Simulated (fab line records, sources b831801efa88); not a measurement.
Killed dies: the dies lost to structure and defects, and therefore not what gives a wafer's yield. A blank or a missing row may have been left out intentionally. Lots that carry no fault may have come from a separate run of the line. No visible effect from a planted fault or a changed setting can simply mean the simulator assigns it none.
Shared-tool check	flow sky130	33 wafers sampled across 11 lots

WHAT PROMPTED THE OPENING
At SKY_SD_N_RS_MEAS_16 the reading SD_N_RS is flagged on 2 of 11 lots. No-fault wafers: 68.61 ohm/sq, standard deviation 0.16.
Rule: a lot gets a flag if all its wafers with a number sit over 4 standard deviations from that mean, or if no wafer of it has a number. The other lots count as sound.

lot	measured	on	SD_N_RS (ohm/sq), wafer by wafer	flag
L113	day 28 05:13	film-metro-01	68.51 68.78 68.43	
L114	day 28 12:44	film-metro-01	68.66 68.69 68.70	
L118	day 29 19:26	film-metro-01	68.64 68.60 68.45	
L119	day 30 01:16	film-metro-01	68.56 68.65 68.57	
L120	day 30 10:29	film-metro-03	68.63 68.76 68.65	
L121	day 30 15:13	film-metro-01	68.49 68.60 68.59	
L122	day 31 03:16	film-metro-01	68.34 68.52 68.33	
L123	day 31 10:31	film-metro-03	68.72 68.60 68.57	
L131	day 34 01:35	film-metro-01	63.11 63.16 63.42	FLAGGED
L133	day 34 17:59	film-metro-03	63.27 63.25 63.20	FLAGGED
L136	day 35 06:25	film-metro-03	68.69 68.63 68.70	
The numbers of the flagged lots are 63.23 ohm/sq on average: -5.38 ohm/sq against the usual, or -34 standard deviations.

EACH LOT AND THE TOOL IT RAN ON
The record holds 2 process steps before the reading, out of a route of 708 steps. Each cell gives the tool, then ch followed by the chambers the sampled wafers passed through, then the start.
lot	flag	SKY_SD_P_STRIP_10	SKY_SD_N_RTA_14
L113		plasma-asher-01 ch 1, day 25 17:48	rtp-anneal-01 ch 0, day 28 05:02
L114		plasma-asher-02 ch 0,1, day 26 03:01	rtp-anneal-02 ch 0, day 28 12:33
L118		plasma-asher-02 ch 0,1, day 27 09:51	rtp-anneal-02 ch 0, day 29 19:15
L119		plasma-asher-02 ch 0,1, day 27 16:04	rtp-anneal-01 ch 0, day 30 01:04
L120		plasma-asher-01 ch 0,1, day 28 01:02	rtp-anneal-02 ch 0, day 30 10:17
L121		plasma-asher-02 ch 0,1, day 28 05:41	rtp-anneal-01 ch 0, day 30 15:02
L122		plasma-asher-01 ch 0,1, day 28 18:55	rtp-anneal-02 ch 0, day 31 03:05
L123		plasma-asher-03 ch 0,1, day 29 02:17	rtp-anneal-01 ch 0, day 31 10:21
L131	FLAGGED	plasma-asher-01 ch 0,1, day 31 17:57	rtp-anneal-01 ch 0, day 34 01:25
L133	FLAGGED	plasma-asher-01 ch 0,1, day 32 12:21	rtp-anneal-01 ch 0, day 34 17:49
L136		plasma-asher-03 ch 0,1, day 33 00:16	rtp-anneal-02 ch 0, day 35 06:14
What these steps do:
- SKY_SD_P_STRIP_10: strips in O2/N2.
- SKY_SD_N_RTA_14: time 2 s.
- SKY_SD_N_RS_MEAS_16: measures by four-point-probe.

FLAGGED OVER TOTAL, TOOL BY TOOL (the gauges that took the reading come last)
step	tool	lots run	flagged	share of the flagged lots	sound lots run after its first flagged lot
SKY_SD_P_STRIP_10	plasma-asher-01	5	2	all	0
SKY_SD_P_STRIP_10	plasma-asher-02	4	0	none	-
SKY_SD_P_STRIP_10	plasma-asher-03	2	0	none	-
SKY_SD_N_RTA_14	rtp-anneal-01	6	2	all	0
SKY_SD_N_RTA_14	rtp-anneal-02	5	0	none	-
SKY_SD_N_RS_MEAS_16	film-metro-01	7	1	some	0
SKY_SD_N_RS_MEAS_16	film-metro-03	4	1	some	1 (L136)

WHAT THE TABLE ALLOWS
Table rows that saw every flagged lot: 2, namely plasma-asher-01 at SKY_SD_P_STRIP_10 and rtp-anneal-01 at SKY_SD_N_RTA_14.
- plasma-asher-01 at SKY_SD_P_STRIP_10: 2 of its 5 lots flagged. A fault beginning between L122 (day 28 18:55), its last sound lot, and L131 (day 31 17:57), its first flagged one, fits the data.
- rtp-anneal-01 at SKY_SD_N_RTA_14: 2 of its 6 lots flagged. A fault beginning between L123 (day 31 10:21), its last sound lot, and L131 (day 34 01:25), its first flagged one, fits the data. Its own readings (lamp-power-pct, wafer_temp_C_max) fall more than 4 standard deviations out on all wafers of the flagged lots.
These 2 tools cannot be told apart by counting lots, since each of them fits a fault that started at some hour. More lots, or a look at what each step does to the wafer, might.

WHAT WAS PUT IN BY THE SIMULATOR
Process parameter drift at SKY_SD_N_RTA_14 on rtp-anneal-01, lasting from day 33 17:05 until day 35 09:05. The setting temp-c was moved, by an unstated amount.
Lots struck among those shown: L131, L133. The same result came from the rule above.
